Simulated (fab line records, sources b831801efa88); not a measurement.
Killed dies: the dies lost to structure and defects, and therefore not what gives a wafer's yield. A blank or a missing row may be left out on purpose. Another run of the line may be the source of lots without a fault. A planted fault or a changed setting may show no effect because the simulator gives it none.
Matching of chambers + flow sky130 + 3 sister chambers for SKY_CONTACT_CVD_00 on pecvd-01
The step deposits Si3N4, target thk 75 nm. 6 wafers are shown with their chamber, then 7 later ones without.

## WAFERS, EACH WITH ITS CHAMBER
| wafer  | chamber | heater_power_w (W) | rf_fwd_power_W (W) |
|--------|---------|--------------------|--------------------|
| L080.1 | 1       | 698                | 443.6              |
| L084.2 | 2       | 900                | 445.2              |
| L084.3 | 0       | 776                | 444.0              |
| L084.4 | 2       | 887                | 443.4              |
| L085.1 | 1       | 696                | 443.8              |
| L085.2 | 0       | 700                | 447.2              |

## WAFERS WHOSE CHAMBER IS MISSING
| wafer  | heater_power_w (W) | rf_fwd_power_W (W) |
|--------|--------------------|--------------------|
| L085.4 | 686                | 444.7              |
| L091.4 | 878                | 443.5              |
| L091.5 | 698                | 447.1              |
| L091.6 | 853                | 443.2              |
| L092.1 | 825                | 442.7              |
| L092.5 | 706                | 448.4              |
| L092.6 | 816                | 445.0              |

## THE CHAMBER EACH PASSED THROUGH
| wafer  | from the rows above          | in truth |
|--------|------------------------------|----------|
| L085.4 | can't be placed: 1 or 0      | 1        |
| L091.4 | 2                            | 2        |
| L091.5 | can't be placed: 0 or 1      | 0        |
| L091.6 | 2                            | 2        |
| L092.1 | can't be placed: 2 or 0 or 1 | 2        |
| L092.5 | can't be placed: 0 or 1      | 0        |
| L092.6 | can't be placed: 2 or 0 or 1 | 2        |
2 of 7 placed correctly. From these rows, 5 cannot be placed; in 5 the true chamber is one of the candidates. Placed wrongly: 0.
How it was worked out, from the rows above alone: a wafer's distance from a chamber is the root of the sum, over the readings, of the square of ((its reading less the chamber's mean) divided by the reading's scatter). If the next closest chamber is less than 2 further off than the closest, the wafer can't be placed; otherwise it belongs to the closest. Each chamber's mean is taken over the wafers shown for it. The scatter: take each reading less its chamber's mean, square it, sum over the shown wafers, divide by the number of wafers less the number of chambers, and take the root.
